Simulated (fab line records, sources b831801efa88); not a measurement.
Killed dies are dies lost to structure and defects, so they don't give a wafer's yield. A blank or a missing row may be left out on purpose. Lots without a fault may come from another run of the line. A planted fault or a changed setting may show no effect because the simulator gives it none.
Tool commonality check | flow gf180mcu | 11 lots, 33 wafers sampled

WHY IT WAS OPENED
At GF_V4_RS_MEAS_24 the reading V4_W_RS is flagged on 3 of 11 lots. Wafers without a fault read 0.330 ohm/sq, standard deviation 0.0042.
Rule: a lot is flagged when every wafer of it that has a number lies more than 4 standard deviations from that mean, or none has a number. The other lots count as sound.

lot  | measured     | on            | V4_W_RS (ohm/sq), wafer by wafer | flag
L132 | day 24 13:03 | film_metro-04 | 0.326 0.322 0.325                |
L133 | day 25 01:13 | film_metro-04 | 0.329 0.329 0.328                |
L136 | day 25 18:14 | film_metro-02 | 0.323 0.330 0.330                |
L137 | day 26 02:32 | film_metro-03 | 0.336 0.332 0.333                |
L139 | day 26 21:20 | film_metro-04 | 0.327 0.323 0.322                |
L141 | day 27 14:33 | film_metro-04 | 0.333 0.332 0.329                |
L142 | day 28 00:27 | film_metro-03 | 0.333 0.338 0.335                |
L147 | day 29 04:55 | film_metro-03 | 0.268 0.266 0.264                | FLAGGED
L148 | day 29 15:47 | film_metro-02 | 0.272 0.271 0.269                | FLAGGED
L151 | day 30 09:32 | film_metro-04 | 0.270 0.269 0.267                | FLAGGED
L153 | day 31 01:30 | film_metro-04 | 0.334 0.332 0.329                |
The numbers of the flagged lots are 0.268 ohm/sq on average: -0.062 ohm/sq against the usual, or -15 standard deviations.

WHICH TOOL RAN EACH LOT
The record holds 3 process steps before the reading, out of a route of 602 steps. In each cell: the tool, then ch and the chambers that the sampled wafers went through, then the start.
lot  | flag    | GF_V4_SPUTTER_21             | GF_V4_SPUTTER_22             | GF_V4_CVD_23
L132 |         | pvd_sputter-04, day 24 12:46 | pvd_sputter-04, day 24 12:50 | cvd_w-01 ch 0,1, day 24 12:55
L133 |         | pvd_sputter-02, day 25 00:59 | pvd_sputter-02, day 25 01:03 | cvd_w-01 ch 0,1, day 25 01:05
L136 |         | pvd_sputter-02, day 25 18:00 | pvd_sputter-02, day 25 18:04 | cvd_w-01 ch 0,1, day 25 18:06
L137 |         | pvd_sputter-03, day 26 02:18 | pvd_sputter-03, day 26 02:22 | cvd_w-02 ch 0,1, day 26 02:24
L139 |         | pvd_sputter-04, day 26 21:08 | pvd_sputter-04, day 26 21:11 | cvd_w-01 ch 0,1, day 26 21:14
L141 |         | pvd_sputter-02, day 27 14:20 | pvd_sputter-02, day 27 14:24 | cvd_w-02 ch 0,1, day 27 14:26
L142 |         | pvd_sputter-03, day 28 00:13 | pvd_sputter-03, day 28 00:17 | cvd_w-02 ch 0, day 28 00:19
L147 | FLAGGED | pvd_sputter-03, day 29 04:43 | pvd_sputter-03, day 29 04:46 | cvd_w-02 ch 0,1, day 29 04:49
L148 | FLAGGED | pvd_sputter-02, day 29 15:34 | pvd_sputter-02, day 29 15:38 | cvd_w-02 ch 0,1, day 29 15:40
L151 | FLAGGED | pvd_sputter-04, day 30 09:17 | pvd_sputter-04, day 30 09:21 | cvd_w-02 ch 0,1, day 30 09:26
L153 |         | pvd_sputter-03, day 31 01:16 | pvd_sputter-03, day 31 01:20 | cvd_w-01 ch 0, day 31 01:22
What these steps do:
- GF_V4_SPUTTER_21: material Ti, target thk 15 nm, time 80.02 s.
- GF_V4_SPUTTER_22: material TiN, target thk 10 nm, time 40 s.
- GF_V4_CVD_23: deposits W, target thk 350 nm, time 104.9 s.
- GF_V4_RS_MEAS_24: measures by four-point-probe.

FLAGGED OVER TOTAL, TOOL BY TOOL (the gauges that took the reading come last)
step             | tool           | lots run | flagged | share of the flagged lots | sound lots run after its first flagged lot
GF_V4_SPUTTER_21 | pvd_sputter-02 | 4        | 1       | some                      | 0
GF_V4_SPUTTER_21 | pvd_sputter-03 | 4        | 1       | some                      | 1 (L153)
GF_V4_SPUTTER_21 | pvd_sputter-04 | 3        | 1       | some                      | 0
GF_V4_SPUTTER_22 | pvd_sputter-02 | 4        | 1       | some                      | 0
GF_V4_SPUTTER_22 | pvd_sputter-03 | 4        | 1       | some                      | 1 (L153)
GF_V4_SPUTTER_22 | pvd_sputter-04 | 3        | 1       | some                      | 0
GF_V4_CVD_23     | cvd_w-01       | 5        | 0       | none                      | -
GF_V4_CVD_23     | cvd_w-02       | 6        | 3       | all                       | 0
GF_V4_RS_MEAS_24 | film_metro-02  | 2        | 1       | some                      | 0
GF_V4_RS_MEAS_24 | film_metro-03  | 3        | 1       | some                      | 0
GF_V4_RS_MEAS_24 | film_metro-04  | 6        | 1       | some                      | 1 (L153)

WHAT THE TABLE ALLOWS
1 row of the table ran every flagged lot: cvd_w-02 at GF_V4_CVD_23.
- cvd_w-02 at GF_V4_CVD_23: 3 of its 6 lots flagged. Its last sound lot is L142 (day 28 00:19), its first flagged lot L147 (day 29 04:49): a fault that began between those two fits. Its own readings lie more than 4 standard deviations out on every wafer of the flagged lots: chamber_pressure_Torr.
One tool is left: cvd_w-02 at GF_V4_CVD_23.

WHAT THE SIMULATOR HAD PUT IN
Process parameter drift: cvd_w-02, from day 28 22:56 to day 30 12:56, at GF_V4_CVD_23. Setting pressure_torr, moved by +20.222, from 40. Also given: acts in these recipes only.
Lots struck among those shown: L147, L148, L151. The rule above found the same.
